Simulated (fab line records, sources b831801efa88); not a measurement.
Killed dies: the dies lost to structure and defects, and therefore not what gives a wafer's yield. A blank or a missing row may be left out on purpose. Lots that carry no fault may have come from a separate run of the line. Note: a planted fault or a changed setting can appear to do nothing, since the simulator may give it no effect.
Which tool was responsible? ; flow sky130 ; 11 lots, 33 wafers sampled, at 1 step of a route of 708

WHAT EACH GAUGE READ, for each wafer
SKY_VIA4_THK_MEAS_20: measures by xrf.
lot;measured;on;VIA4_W_THK (nm)
L120;day 43 09:42;film-metro-03;509 508 507
L121;day 43 10:26;film-metro-03;518 516 510
L123;day 44 06:40;film-metro-02;511 509 507
L124;day 44 15:01;film-metro-02;512 512 504
L130;day 45 14:33;film-metro-01;514 517 519
L131;day 46 01:07;film-metro-02;520 515 522
L132;day 46 01:28;film-metro-01;523 515 526
L133;day 46 02:49;film-metro-01;526 524 514
L139;day 47 16:00;film-metro-03;501 504 499
L140;day 47 20:08;film-metro-03;509 505 508
L142;day 48 08:08;film-metro-03;521 515 526

WHICH TOOL RAN EACH LOT (tool, then ch and the chambers of the sampled wafers, then the start)
No process step before these readings appears in the record.

THE ANSWER, worked out from the rows above alone
Rule: the lots themselves supply what counts as usual. Put in order of their means at a reading, lots are off if they are a third of the lots or fewer, leave a main group of 4 or more, and stand apart from it by a gap of 3 or more times the standard deviation of the main group's means; of several such gaps the widest counts. The tables above print the reading to a certain number of digits; a main group whose means all agree to those digits is not used. Also off: a lot with no number at a reading for which 4 or more lots have one. The other lots that the step has rows for count as sound.
No lot is off on any of the readings shown, so nothing can be concluded from this.

WHAT THE SIMULATOR HAD INSERTED
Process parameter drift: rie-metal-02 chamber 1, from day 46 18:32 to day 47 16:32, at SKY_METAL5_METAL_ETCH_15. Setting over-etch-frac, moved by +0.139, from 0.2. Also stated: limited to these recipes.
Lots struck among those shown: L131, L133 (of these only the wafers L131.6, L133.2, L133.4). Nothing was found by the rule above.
